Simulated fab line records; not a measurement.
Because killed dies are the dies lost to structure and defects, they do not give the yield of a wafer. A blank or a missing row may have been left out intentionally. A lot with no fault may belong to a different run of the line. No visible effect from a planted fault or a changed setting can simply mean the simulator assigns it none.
fab line records :: flow sky130
[record]
  lots = 6
  wafers = 18
  last-day = 50
route steps=708 shown PWDE@55 NWELL@56
lots that met no fault: taken from a fault-free run of the same line
start-h: hours from the record's first day to the start of the lot's first wafer shown :: wait-h: hours since the lot's step before :: " as in the row above :: L1.1+2: one row covering several wafers at once :: - no value, or no start given :: * or withheld: withheld :: < > ~ a bound
route shown NAME@n: a module of which the file shows steps, and the number in the route of the first :: usual: mean/standard deviation taken from wafers without a fault :: same: alike in all rows :: chamber/n: place in a boat :: sites: per-site readings :: _std_site: the values' standard deviation :: _edge_site: outer sites' mean less inner sites' :: radius-mm: how far each site lies from the wafer's centre :: mask NAME#n: copy n :: behind: the tool/chamber that last shaped the wafer :: hold: the reason the lot was held/the length of the hold in hours/how it ended :: device: whichever transistor did not switch (one of n, p or np) :: end of line: tests run on the same wafers once the route is complete :: a step given without rows: its recipe and nothing more :: killed: the dies lost at the first sort to structure and to defects; this is not the yield of the wafer :: map: the dies of a wafer, with x for killed, . for not killed, _ for no die there
set.NAME: the setting that was run; set.NAME@STEP: the one run at that earlier step :: model.NAME: the simulator's own value behind a step, which no gauge read
lots at selected steps of the route; one table per step, one row per wafer
services: a tool's chamber out of use, with start hour (start-h, from the record's first day; less than 0 if before it), hours out, and reason
[[steps]]
[step SKY_PWDE_TW_MEAS_10]
[usual]
  PWDE_TW = 371.7/2.8
lot.wafer: L153.3
tool: film-metro-01
chamber: -
start-h: 72.95
wait-h: 0.1
PWDE_TW: 371.6

lot.wafer: L153.4
tool: film-metro-01
chamber: -
start-h: 72.95
wait-h: 0.1
PWDE_TW: 371.9

lot.wafer: L153.5
tool: film-metro-01
chamber: -
start-h: 72.95
wait-h: 0.1
PWDE_TW: 369.9

lot.wafer: L158.1
tool: film-metro-01
chamber: -
start-h: 103.75
wait-h: 0.1
PWDE_TW: 371.1

lot.wafer: L158.2
tool: film-metro-01
chamber: -
start-h: 103.75
wait-h: 0.1
PWDE_TW: 370.1

lot.wafer: L158.4
tool: film-metro-01
chamber: -
start-h: 103.75
wait-h: 0.1
PWDE_TW: 370.2

lot.wafer: L159.1
tool: film-metro-01
chamber: -
start-h: 110.06
wait-h: 0.1
PWDE_TW: 370.8

lot.wafer: L159.4
tool: film-metro-01
chamber: -
start-h: 110.06
wait-h: 0.1
PWDE_TW: 370.4

lot.wafer: L159.6
tool: film-metro-01
chamber: -
start-h: 110.06
wait-h: 0.1
PWDE_TW: 369.3

lot.wafer: L164.1
tool: film-metro-01
chamber: -
start-h: 141.55
wait-h: 0.1
PWDE_TW: 367.6

lot.wafer: L164.5
tool: film-metro-01
chamber: -
start-h: 141.55
wait-h: 0.1
PWDE_TW: 370.8

lot.wafer: L164.6
tool: film-metro-01
chamber: -
start-h: 141.55
wait-h: 0.1
PWDE_TW: 369.3

lot.wafer: L172.2
tool: film-metro-04
chamber: -
start-h: 181.26
wait-h: 0.1
PWDE_TW: 375.5

lot.wafer: L172.4
tool: film-metro-04
chamber: -
start-h: 181.26
wait-h: 0.1
PWDE_TW: 376.0

lot.wafer: L172.5
tool: film-metro-04
chamber: -
start-h: 181.26
wait-h: 0.1
PWDE_TW: 377.6

lot.wafer: L175.2
tool: film-metro-02
chamber: -
start-h: 197.41
wait-h: 0.1
PWDE_TW: 370.4

lot.wafer: L175.4
tool: film-metro-02
chamber: -
start-h: 197.41
wait-h: 0.1
PWDE_TW: 369.4

lot.wafer: L175.5
tool: film-metro-02
chamber: -
start-h: 197.41
wait-h: 0.1
PWDE_TW: 371.1
[step SKY_NWELL_DEHYDRATE_03]
[recipe]
  temp-c = 200
  time-s = 60
[step SKY_NWELL_HMDS_04]
[recipe]
  prime-time-s = 60
  prime-temp-c = 120
[step SKY_NWELL_COAT_05]
[recipe]
  spin-rpm = 2000
  resist-thk-nm = 3000
[step SKY_NWELL_SOFTBAKE_06]
[recipe]
  temp-c = 110
  time-s = withheld
[step SKY_NWELL_EXPOSE_07]
[recipe]
  mask-id = NWM
  na = 0.6
  source-shape = conventional
  sigma-outer = 0.6
  polarization = unpolarized
  target-cd-nm = 840
  dose-mj = 255
[step SKY_NWELL_PEB_08]
[recipe]
  temp-c = 115
  time-s = withheld
[step SKY_NWELL_DEVELOP_09]
[recipe]
  wall-angle-deg = 90
  developer = TMAH
  develop-time-s = 60
  dev-temp-c = 23
[step SKY_NWELL_OVL_MEAS_10]
[usual]
  NWELL_00_OVL = 0.2/1.4
lot.wafer: L153.3
tool: overlay-01
chamber: -
start-h: 89.74
wait-h: -
NWELL_00_OVL[nm]: -1.6

lot.wafer: L153.4
tool: overlay-01
chamber: -
start-h: 89.74
wait-h: -
NWELL_00_OVL[nm]: -0.2

lot.wafer: L153.5
tool: overlay-01
chamber: -
start-h: 89.74
wait-h: -
NWELL_00_OVL[nm]: 1.0

lot.wafer: L158.1
tool: overlay-01
chamber: -
start-h: 121.07
wait-h: -
NWELL_00_OVL[nm]: -0.7

lot.wafer: L158.2
tool: overlay-01
chamber: -
start-h: 121.07
wait-h: -
NWELL_00_OVL[nm]: 0.3

lot.wafer: L158.4
tool: overlay-01
chamber: -
start-h: 121.07
wait-h: -
NWELL_00_OVL[nm]: -2.0

lot.wafer: L159.1
tool: overlay-02
chamber: -
start-h: 128.71
wait-h: -
NWELL_00_OVL[nm]: 1.2

lot.wafer: L159.4
tool: overlay-02
chamber: -
start-h: 128.71
wait-h: -
NWELL_00_OVL[nm]: 0.9

lot.wafer: L159.6
tool: overlay-02
chamber: -
start-h: 128.71
wait-h: -
NWELL_00_OVL[nm]: 0.4

lot.wafer: L164.1
tool: overlay-01
chamber: -
start-h: 160.91
wait-h: -
NWELL_00_OVL[nm]: -1.9

lot.wafer: L164.5
tool: overlay-01
chamber: -
start-h: 160.91
wait-h: -
NWELL_00_OVL[nm]: -1.0

lot.wafer: L164.6
tool: overlay-01
chamber: -
start-h: 160.91
wait-h: -
NWELL_00_OVL[nm]: -2.9

lot.wafer: L172.2
tool: overlay-02
chamber: -
start-h: 202.13
wait-h: -
NWELL_00_OVL[nm]: 0.2

lot.wafer: L172.4
tool: overlay-02
chamber: -
start-h: 202.13
wait-h: -
NWELL_00_OVL[nm]: -0.2

lot.wafer: L172.5
tool: overlay-02
chamber: -
start-h: 202.13
wait-h: -
NWELL_00_OVL[nm]: -0.7

lot.wafer: L175.2
tool: overlay-01
chamber: -
start-h: 219.87
wait-h: -
NWELL_00_OVL[nm]: 0.5

lot.wafer: L175.4
tool: overlay-01
chamber: -
start-h: 219.87
wait-h: -
NWELL_00_OVL[nm]: 2.1

lot.wafer: L175.5
tool: overlay-01
chamber: -
start-h: 219.87
wait-h: -
NWELL_00_OVL[nm]: 0.9
[step SKY_NWELL_IMPLANT_11]
[recipe]
  species = P
  energy-kev = 400
  dose-cm2 = 1.9e+13
  tilt-deg = withheld
[step SKY_NWELL_IMPLANT_12]
[recipe]
  species = P
  energy-kev = 120
  dose-cm2 = 1.3e+12
  tilt-deg = withheld
[step SKY_NWELL_IMPLANT_13]
[recipe]
  species = P
  energy-kev = 50
  dose-cm2 = 7e+11
  tilt-deg = withheld
[step SKY_NWELL_STRIP_14]
[recipe]
  chemistry = O2/N2
  power-w = 1400
  pressure-mtorr = 1500
  platen-temp-c = withheld
  o2-flow-sccm = 3000
  n2-flow-sccm = 300
  overash-fraction = 0.5
[usual]
  chamber-pressure-mTorr = 1499.9/1.4
  drypump-motor-current-A = 5.89/0.29
  oes-product-au = 0.722/0.0052
  strip-time-to-endpoint-s = 36.87/0.14
lot.wafer: L153.3
tool: plasma-asher-03
chamber: 0
start-h: 90.25
wait-h: 0.1
chamber-pressure-mTorr: 1502.5
drypump-motor-current-A: 6.18
oes-product-au: 0.715
rf-hours-counter-h: -
strip-time-to-endpoint-s: 36.96
model.coat_of_NWELL_COAT_05.thk-nm: 0

lot.wafer: L153.4
tool: plasma-asher-03
chamber: 1
start-h: 90.25
wait-h: 0.1
chamber-pressure-mTorr: 1498.9
drypump-motor-current-A: 5.51
oes-product-au: 0.714
rf-hours-counter-h: -
strip-time-to-endpoint-s: 37.04
model.coat_of_NWELL_COAT_05.thk-nm: 0

lot.wafer: L153.5
tool: plasma-asher-03
chamber: 1
start-h: 90.25
wait-h: 0.1
chamber-pressure-mTorr: 1498.3
drypump-motor-current-A: 5.52
oes-product-au: 0.716
rf-hours-counter-h: -
strip-time-to-endpoint-s: 36.98
model.coat_of_NWELL_COAT_05.thk-nm: 0

lot.wafer: L158.1
tool: plasma-asher-04
chamber: 0
start-h: 121.56
wait-h: 0.1
chamber-pressure-mTorr: -
drypump-motor-current-A: -
oes-product-au: -
rf-hours-counter-h: -
strip-time-to-endpoint-s: -
model.coat_of_NWELL_COAT_05.thk-nm: 3002

lot.wafer: L158.2
tool: plasma-asher-04
chamber: 1
start-h: 121.56
wait-h: 0.1
chamber-pressure-mTorr: -
drypump-motor-current-A: -
oes-product-au: -
rf-hours-counter-h: -
strip-time-to-endpoint-s: -
model.coat_of_NWELL_COAT_05.thk-nm: 2995

lot.wafer: L158.4
tool: plasma-asher-04
chamber: 1
start-h: 121.56
wait-h: 0.1
chamber-pressure-mTorr: -
drypump-motor-current-A: -
oes-product-au: -
rf-hours-counter-h: -
strip-time-to-endpoint-s: -
model.coat_of_NWELL_COAT_05.thk-nm: 3004

lot.wafer: L159.1
tool: plasma-asher-04
chamber: 1
start-h: 129.20
wait-h: 0.1
chamber-pressure-mTorr: -
drypump-motor-current-A: -
oes-product-au: -
rf-hours-counter-h: -
strip-time-to-endpoint-s: -
model.coat_of_NWELL_COAT_05.thk-nm: 2989

lot.wafer: L159.4
tool: plasma-asher-04
chamber: 1
start-h: 129.20
wait-h: 0.1
chamber-pressure-mTorr: -
drypump-motor-current-A: -
oes-product-au: -
rf-hours-counter-h: -
strip-time-to-endpoint-s: -
model.coat_of_NWELL_COAT_05.thk-nm: 3006

lot.wafer: L159.6
tool: plasma-asher-04
chamber: 0
start-h: 129.20
wait-h: 0.1
chamber-pressure-mTorr: -
drypump-motor-current-A: -
oes-product-au: -
rf-hours-counter-h: -
strip-time-to-endpoint-s: -
model.coat_of_NWELL_COAT_05.thk-nm: 2992

lot.wafer: L164.1
tool: plasma-asher-03
chamber: 1
start-h: 161.40
wait-h: 0.1
chamber-pressure-mTorr: 1500.5
drypump-motor-current-A: 5.53
oes-product-au: 0.726
rf-hours-counter-h: 47
strip-time-to-endpoint-s: 36.99
model.coat_of_NWELL_COAT_05.thk-nm: 0

lot.wafer: L164.5
tool: plasma-asher-03
chamber: 0
start-h: 161.40
wait-h: 0.1
chamber-pressure-mTorr: 1500.1
drypump-motor-current-A: 6.13
oes-product-au: 0.727
rf-hours-counter-h: -
strip-time-to-endpoint-s: 37.01
model.coat_of_NWELL_COAT_05.thk-nm: 0

lot.wafer: L164.6
tool: plasma-asher-03
chamber: 1
start-h: 161.40
wait-h: 0.1
chamber-pressure-mTorr: 1500.5
drypump-motor-current-A: 5.51
oes-product-au: 0.716
rf-hours-counter-h: -
strip-time-to-endpoint-s: 36.99
model.coat_of_NWELL_COAT_05.thk-nm: 0

lot.wafer: L172.2
tool: plasma-asher-03
chamber: 1
start-h: 202.61
wait-h: 0.1
chamber-pressure-mTorr: 1499.5
drypump-motor-current-A: 5.57
oes-product-au: 0.723
rf-hours-counter-h: 51
strip-time-to-endpoint-s: 37.10
model.coat_of_NWELL_COAT_05.thk-nm: 0

lot.wafer: L172.4
tool: plasma-asher-03
chamber: 0
start-h: 202.61
wait-h: 0.1
chamber-pressure-mTorr: 1501.3
drypump-motor-current-A: 6.14
oes-product-au: 0.715
rf-hours-counter-h: -
strip-time-to-endpoint-s: 37.01
model.coat_of_NWELL_COAT_05.thk-nm: 0

lot.wafer: L172.5
tool: plasma-asher-03
chamber: 1
start-h: 202.61
wait-h: 0.1
chamber-pressure-mTorr: 1499.4
drypump-motor-current-A: 5.53
oes-product-au: 0.729
rf-hours-counter-h: -
strip-time-to-endpoint-s: 36.99
model.coat_of_NWELL_COAT_05.thk-nm: 0

lot.wafer: L175.2
tool: plasma-asher-04
chamber: 1
start-h: 220.35
wait-h: 0.1
chamber-pressure-mTorr: 1498.5
drypump-motor-current-A: 5.68
oes-product-au: 0.726
rf-hours-counter-h: 10
strip-time-to-endpoint-s: 36.87
model.coat_of_NWELL_COAT_05.thk-nm: 0

lot.wafer: L175.4
tool: plasma-asher-04
chamber: 0
start-h: 220.35
wait-h: 0.1
chamber-pressure-mTorr: 1501.3
drypump-motor-current-A: 6.07
oes-product-au: 0.721
rf-hours-counter-h: -
strip-time-to-endpoint-s: 36.89
model.coat_of_NWELL_COAT_05.thk-nm: 0

lot.wafer: L175.5
tool: plasma-asher-04
chamber: 0
start-h: 220.35
wait-h: 0.1
chamber-pressure-mTorr: 1498.5
drypump-motor-current-A: 6.08
oes-product-au: 0.718
rf-hours-counter-h: -
strip-time-to-endpoint-s: 36.90
model.coat_of_NWELL_COAT_05.thk-nm: 0
[step SKY_NWELL_TW_MEAS_15]
[usual]
  NWELL_TW = 1814/16
lot.wafer: L153.3
tool: film-metro-02
chamber: -
start-h: 90.33
wait-h: 0.1
NWELL_TW: 1803

lot.wafer: L153.4
tool: film-metro-02
chamber: -
start-h: 90.33
wait-h: 0.1
NWELL_TW: 1803

lot.wafer: L153.5
tool: film-metro-02
chamber: -
start-h: 90.33
wait-h: 0.1
NWELL_TW: 1794

lot.wafer: L158.1
tool: film-metro-04
chamber: -
start-h: 121.66
wait-h: 0.1
NWELL_TW: 1827

lot.wafer: L158.2
tool: film-metro-04
chamber: -
start-h: 121.66
wait-h: 0.1
NWELL_TW: 1821

lot.wafer: L158.4
tool: film-metro-04
chamber: -
start-h: 121.66
wait-h: 0.1
NWELL_TW: 1829

lot.wafer: L159.1
tool: film-metro-02
chamber: -
start-h: 129.30
wait-h: 0.1
NWELL_TW: 1789

lot.wafer: L159.4
tool: film-metro-02
chamber: -
start-h: 129.30
wait-h: 0.1
NWELL_TW: 1782

lot.wafer: L159.6
tool: film-metro-02
chamber: -
start-h: 129.30
wait-h: 0.1
NWELL_TW: 1794

lot.wafer: L164.1
tool: film-metro-02
chamber: -
start-h: 161.50
wait-h: 0.1
NWELL_TW: 1799

lot.wafer: L164.5
tool: film-metro-02
chamber: -
start-h: 161.50
wait-h: 0.1
NWELL_TW: 1800

lot.wafer: L164.6
tool: film-metro-02
chamber: -
start-h: 161.50
wait-h: 0.1
NWELL_TW: 1816

lot.wafer: L172.2
tool: film-metro-04
chamber: -
start-h: 202.72
wait-h: 0.1
NWELL_TW: 1829

lot.wafer: L172.4
tool: film-metro-04
chamber: -
start-h: 202.72
wait-h: 0.1
NWELL_TW: 1827

lot.wafer: L172.5
tool: film-metro-04
chamber: -
start-h: 202.72
wait-h: 0.1
NWELL_TW: 1826

lot.wafer: L175.2
tool: film-metro-04
chamber: -
start-h: 220.46
wait-h: 0.1
NWELL_TW: 1841

lot.wafer: L175.4
tool: film-metro-04
chamber: -
start-h: 220.46
wait-h: 0.1
NWELL_TW: 1835

lot.wafer: L175.5
tool: film-metro-04
chamber: -
start-h: 220.46
wait-h: 0.1
NWELL_TW: 1823
[step SKY_NWELL_DEHYDRATE_16]
[recipe]
  temp-c = 200
  time-s = 60
[step SKY_NWELL_HMDS_17]
[recipe]
  prime-time-s = 60
  prime-temp-c = 120
[step SKY_NWELL_COAT_18]
[recipe]
  spin-rpm = 2000
  resist-thk-nm = 3000
[step SKY_NWELL_SOFTBAKE_19]
[recipe]
  temp-c = 110
  time-s = withheld
[step SKY_NWELL_EXPOSE_20]
[recipe]
  mask-id = NWM_COMPLEMENT
  na = 0.6
  source-shape = conventional
  sigma-outer = 0.6
  polarization = unpolarized
  target-cd-nm = 840
  dose-mj = 260
[step SKY_NWELL_PEB_21]
[recipe]
  temp-c = 115
  time-s = withheld
[step SKY_NWELL_DEVELOP_22]
[recipe]
  wall-angle-deg = 90
  developer = TMAH
  develop-time-s = 60
  dev-temp-c = 23
[step SKY_NWELL_OVL_MEAS_23]
[usual]
  NWELL_01_OVL = 0.3/1.6
lot.wafer: L153.3
tool: overlay-02
chamber: -
start-h: 107.53
wait-h: -
NWELL_01_OVL[nm]: 0.9

lot.wafer: L153.4
tool: overlay-02
chamber: -
start-h: 107.53
wait-h: -
NWELL_01_OVL[nm]: -0.5

lot.wafer: L153.5
tool: overlay-02
chamber: -
start-h: 107.53
wait-h: -
NWELL_01_OVL[nm]: 0.1

lot.wafer: L158.1
tool: overlay-02
chamber: -
start-h: 139.81
wait-h: -
NWELL_01_OVL[nm]: 1.0

lot.wafer: L158.2
tool: overlay-02
chamber: -
start-h: 139.81
wait-h: -
NWELL_01_OVL[nm]: 0.5

lot.wafer: L158.4
tool: overlay-02
chamber: -
start-h: 139.81
wait-h: -
NWELL_01_OVL[nm]: -1.3

lot.wafer: L159.1
tool: overlay-02
chamber: -
start-h: 147.48
wait-h: -
NWELL_01_OVL[nm]: 0.9

lot.wafer: L159.4
tool: overlay-02
chamber: -
start-h: 147.48
wait-h: -
NWELL_01_OVL[nm]: 1.6

lot.wafer: L159.6
tool: overlay-02
chamber: -
start-h: 147.48
wait-h: -
NWELL_01_OVL[nm]: 1.9

lot.wafer: L164.1
tool: overlay-02
chamber: -
start-h: 181.97
wait-h: -
NWELL_01_OVL[nm]: -1.8

lot.wafer: L164.5
tool: overlay-02
chamber: -
start-h: 181.97
wait-h: -
NWELL_01_OVL[nm]: -3.2

lot.wafer: L164.6
tool: overlay-02
chamber: -
start-h: 181.97
wait-h: -
NWELL_01_OVL[nm]: -1.4

lot.wafer: L172.2
tool: overlay-01
chamber: -
start-h: 225.42
wait-h: -
NWELL_01_OVL[nm]: 0.6

lot.wafer: L172.4
tool: overlay-01
chamber: -
start-h: 225.42
wait-h: -
NWELL_01_OVL[nm]: 2.8

lot.wafer: L172.5
tool: overlay-01
chamber: -
start-h: 225.42
wait-h: -
NWELL_01_OVL[nm]: 1.2

lot.wafer: L175.2
tool: overlay-02
chamber: -
start-h: 243.48
wait-h: -
NWELL_01_OVL[nm]: 0.5

lot.wafer: L175.4
tool: overlay-02
chamber: -
start-h: 243.48
wait-h: -
NWELL_01_OVL[nm]: 1.9

lot.wafer: L175.5
tool: overlay-02
chamber: -
start-h: 243.48
wait-h: -
NWELL_01_OVL[nm]: -0.4
[step SKY_NWELL_IMPLANT_24]
[recipe]
  species = B
  energy-kev = 140
  dose-cm2 = 9.2e+12
  tilt-deg = withheld
[step SKY_NWELL_STRIP_25]
[recipe]
  chemistry = O2/N2
  power-w = 1400
  pressure-mtorr = 1500
  platen-temp-c = withheld
  o2-flow-sccm = 3000
  n2-flow-sccm = 300
  overash-fraction = 0.5
[usual]
  chamber-pressure-mTorr = 1500.1/1.5
  drypump-motor-current-A = 5.90/0.26
  oes-product-au = 0.722/0.0044
  strip-time-to-endpoint-s = 36.86/0.12
lot.wafer: L153.3
tool: plasma-asher-03
chamber: 0
start-h: 107.74
wait-h: 0.1
chamber-pressure-mTorr: 1500.4
drypump-motor-current-A: 6.15
oes-product-au: 0.723
rf-hours-counter-h: -
strip-time-to-endpoint-s: 36.95

lot.wafer: L153.4
tool: plasma-asher-03
chamber: 1
start-h: 107.74
wait-h: 0.1
chamber-pressure-mTorr: 1499.1
drypump-motor-current-A: 5.54
oes-product-au: 0.727
rf-hours-counter-h: -
strip-time-to-endpoint-s: 37.03

lot.wafer: L153.5
tool: plasma-asher-03
chamber: 1
start-h: 107.74
wait-h: 0.1
chamber-pressure-mTorr: 1500.2
drypump-motor-current-A: 5.54
oes-product-au: 0.718
rf-hours-counter-h: -
strip-time-to-endpoint-s: 36.94

lot.wafer: L158.1
tool: plasma-asher-02
chamber: 1
start-h: 140.00
wait-h: 0.1
chamber-pressure-mTorr: 1502.7
drypump-motor-current-A: 6.27
oes-product-au: 0.740
rf-hours-counter-h: 46
strip-time-to-endpoint-s: 81.23

lot.wafer: L158.2
tool: plasma-asher-02
chamber: 0
start-h: 140.00
wait-h: 0.1
chamber-pressure-mTorr: 1500.7
drypump-motor-current-A: 6.01
oes-product-au: 0.743
rf-hours-counter-h: 46
strip-time-to-endpoint-s: 81.19

lot.wafer: L158.4
tool: plasma-asher-02
chamber: 0
start-h: 140.00
wait-h: 0.1
chamber-pressure-mTorr: 1498.0
drypump-motor-current-A: 5.96
oes-product-au: 0.747
rf-hours-counter-h: -
strip-time-to-endpoint-s: 81.31

lot.wafer: L159.1
tool: plasma-asher-04
chamber: 0
start-h: 147.66
wait-h: 0.1
chamber-pressure-mTorr: 1501.5
drypump-motor-current-A: 6.11
oes-product-au: 0.733
rf-hours-counter-h: 3
strip-time-to-endpoint-s: 81.04

lot.wafer: L159.4
tool: plasma-asher-04
chamber: 0
start-h: 147.66
wait-h: 0.1
chamber-pressure-mTorr: 1501.8
drypump-motor-current-A: 6.10
oes-product-au: 0.737
rf-hours-counter-h: -
strip-time-to-endpoint-s: 81.19

lot.wafer: L159.6
tool: plasma-asher-04
chamber: 0
start-h: 147.66
wait-h: 0.1
chamber-pressure-mTorr: 1499.9
drypump-motor-current-A: 6.09
oes-product-au: 0.731
rf-hours-counter-h: -
strip-time-to-endpoint-s: 80.93

lot.wafer: L164.1
tool: plasma-asher-03
chamber: 0
start-h: 182.16
wait-h: 0.1
chamber-pressure-mTorr: 1500.7
drypump-motor-current-A: 6.15
oes-product-au: 0.725
rf-hours-counter-h: 49
strip-time-to-endpoint-s: 36.79

lot.wafer: L164.5
tool: plasma-asher-03
chamber: 0
start-h: 182.16
wait-h: 0.1
chamber-pressure-mTorr: 1499.8
drypump-motor-current-A: 6.13
oes-product-au: 0.729
rf-hours-counter-h: -
strip-time-to-endpoint-s: 36.67

lot.wafer: L164.6
tool: plasma-asher-03
chamber: 1
start-h: 182.16
wait-h: 0.1
chamber-pressure-mTorr: 1499.2
drypump-motor-current-A: 5.50
oes-product-au: 0.726
rf-hours-counter-h: -
strip-time-to-endpoint-s: 36.81

lot.wafer: L172.2
tool: plasma-asher-04
chamber: 1
start-h: 225.60
wait-h: 0.1
chamber-pressure-mTorr: 1499.9
drypump-motor-current-A: 5.66
oes-product-au: 0.719
rf-hours-counter-h: 11
strip-time-to-endpoint-s: 36.75

lot.wafer: L172.4
tool: plasma-asher-04
chamber: 1
start-h: 225.60
wait-h: 0.1
chamber-pressure-mTorr: 1501.2
drypump-motor-current-A: 5.69
oes-product-au: 0.716
rf-hours-counter-h: -
strip-time-to-endpoint-s: 36.82

lot.wafer: L172.5
tool: plasma-asher-04
chamber: 0
start-h: 225.60
wait-h: 0.1
chamber-pressure-mTorr: 1501.8
drypump-motor-current-A: 6.10
oes-product-au: 0.721
rf-hours-counter-h: -
strip-time-to-endpoint-s: 36.76

lot.wafer: L175.2
tool: plasma-asher-04
chamber: 1
start-h: 243.66
wait-h: 0.1
chamber-pressure-mTorr: 1500.7
drypump-motor-current-A: 5.67
oes-product-au: 0.727
rf-hours-counter-h: 13
strip-time-to-endpoint-s: 36.88

lot.wafer: L175.4
tool: plasma-asher-04
chamber: 1
start-h: 243.66
wait-h: 0.1
chamber-pressure-mTorr: 1498.4
drypump-motor-current-A: 5.68
oes-product-au: 0.720
rf-hours-counter-h: -
strip-time-to-endpoint-s: 36.93

lot.wafer: L175.5
tool: plasma-asher-04
chamber: 1
start-h: 243.66
wait-h: 0.1
chamber-pressure-mTorr: 1498.4
drypump-motor-current-A: 5.68
oes-product-au: 0.730
rf-hours-counter-h: -
strip-time-to-endpoint-s: 36.86
[step SKY_NWELL_TW_MEAS_26]
[usual]
  NWELL_2_TW = 493/4.5
lot.wafer: L153.3
tool: film-metro-01
chamber: -
start-h: 107.83
wait-h: 0.1
hold: -
NWELL_2_TW: 491

lot.wafer: L153.4
tool: film-metro-01
chamber: -
start-h: 107.83
wait-h: 0.1
hold: -
NWELL_2_TW: 491

lot.wafer: L153.5
tool: film-metro-01
chamber: -
start-h: 107.83
wait-h: 0.1
hold: -
NWELL_2_TW: 491

lot.wafer: L158.1
tool: film-metro-04
chamber: -
start-h: 140.10
wait-h: 0.1
hold: await-dispo/0.2h/release
NWELL_2_TW: 30

lot.wafer: L158.2
tool: film-metro-04
chamber: -
start-h: 140.10
wait-h: 0.1
hold: await-dispo/0.2h/release
NWELL_2_TW: 30

lot.wafer: L158.4
tool: film-metro-04
chamber: -
start-h: 140.10
wait-h: 0.1
hold: await-dispo/0.2h/release
NWELL_2_TW: 30

lot.wafer: L158.1
tool: film-metro-04
chamber: -
start-h: 140.34
wait-h: 0.2
hold: -
NWELL_2_TW: 30

lot.wafer: L158.2
tool: film-metro-04
chamber: -
start-h: 140.34
wait-h: 0.2
hold: -
NWELL_2_TW: 30

lot.wafer: L158.4
tool: film-metro-04
chamber: -
start-h: 140.34
wait-h: 0.2
hold: -
NWELL_2_TW: 30

lot.wafer: L159.1
tool: film-metro-04
chamber: -
start-h: 147.76
wait-h: 0.1
hold: await-dispo/0.2h/release
NWELL_2_TW: 30

lot.wafer: L159.4
tool: film-metro-04
chamber: -
start-h: 147.76
wait-h: 0.1
hold: await-dispo/0.2h/release
NWELL_2_TW: 30

lot.wafer: L159.6
tool: film-metro-04
chamber: -
start-h: 147.76
wait-h: 0.1
hold: await-dispo/0.2h/release
NWELL_2_TW: 30

lot.wafer: L159.1
tool: film-metro-04
chamber: -
start-h: 148.06
wait-h: 0.3
hold: -
NWELL_2_TW: 30

lot.wafer: L159.4
tool: film-metro-04
chamber: -
start-h: 148.06
wait-h: 0.3
hold: -
NWELL_2_TW: 30

lot.wafer: L159.6
tool: film-metro-04
chamber: -
start-h: 148.06
wait-h: 0.3
hold: -
NWELL_2_TW: 30

lot.wafer: L164.1
tool: film-metro-04
chamber: -
start-h: 182.26
wait-h: 0.1
hold: -
NWELL_2_TW: 495

lot.wafer: L164.5
tool: film-metro-04
chamber: -
start-h: 182.26
wait-h: 0.1
hold: -
NWELL_2_TW: 496

lot.wafer: L164.6
tool: film-metro-04
chamber: -
start-h: 182.26
wait-h: 0.1
hold: -
NWELL_2_TW: 500

lot.wafer: L172.2
tool: film-metro-04
chamber: -
start-h: 225.71
wait-h: 0.1
hold: -
NWELL_2_TW: 499

lot.wafer: L172.4
tool: film-metro-04
chamber: -
start-h: 225.71
wait-h: 0.1
hold: -
NWELL_2_TW: 501

lot.wafer: L172.5
tool: film-metro-04
chamber: -
start-h: 225.71
wait-h: 0.1
hold: -
NWELL_2_TW: 499

lot.wafer: L175.2
tool: film-metro-01
chamber: -
start-h: 243.77
wait-h: 0.1
hold: -
NWELL_2_TW: 496

lot.wafer: L175.4
tool: film-metro-01
chamber: -
start-h: 243.77
wait-h: 0.1
hold: -
NWELL_2_TW: 492

lot.wafer: L175.5
tool: film-metro-01
chamber: -
start-h: 243.77
wait-h: 0.1
hold: -
NWELL_2_TW: 496
[[services]]
tool: plasma-asher-04
chamber: -
start-h: 92.50
hours: 2.8
kind: pm

tool: plasma-asher-04
chamber: -
start-h: 108.75
hours: 9.0
kind: pm

tool: plasma-asher-04
chamber: 0
start-h: 108.75
hours: 9.0
kind: vent-cycle

tool: plasma-asher-04
chamber: 1
start-h: 108.75
hours: 9.0
kind: vent-cycle

tool: plasma-asher-04
chamber: 0
start-h: 117.75
hours: -
kind: clean

tool: plasma-asher-04
chamber: 1
start-h: 117.75
hours: -
kind: clean

tool: plasma-asher-03
chamber: -
start-h: 141.95
hours: 10.9
kind: repair

tool: plasma-asher-04
chamber: -
start-h: 144.42
hours: 1.5
kind: repair

tool: plasma-asher-03
chamber: -
start-h: 179.16
hours: 2.8
kind: pm

tool: plasma-asher-03
chamber: -
start-h: 225.74
hours: 1.0
kind: repair

tool: plasma-asher-04
chamber: -
start-h: 241.70
hours: 0.8
kind: repair
[[key]]
[first-sign]
  step = SKY_NWELL_STRIP_14
  reading = tool-record
  direction = missing
[effect]
  step = SKY_NWELL_STRIP_25
  reading = strip-time-to-endpoint-s
  direction = up
  sigmas = 99+
  usual = *
  struck = *
[effect]
  step = SKY_NWELL_TW_MEAS_26
  reading = visit
  direction = added
[effect]
  step = SKY_NWELL_TW_MEAS_26
  reading = NWELL_2_TW
  direction = down
  sigmas = 99+
  usual = 493
  struck = 30
[model-effect]
  step = SKY_NWELL_STRIP_14
  value = coat_of_NWELL_COAT_05.thk-nm
  without = 0
  struck = 2998
met-at SKY_NWELL_STRIP_14
struck-wafers L158.1,L158.2,L158.4,L159.1,L159.4,L159.6
scrapped-behind SKY_NWELL_TW_MEAS_26 L158.1,L158.2,L158.4,L159.1,L159.4,L159.6
[fault]
  kind = skipped-step-whole
  tool = plasma-asher-04
  chamber = -
  onset-h = 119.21
  steps = SKY_NWELL_STRIP_14
  scope = struck-lots-only
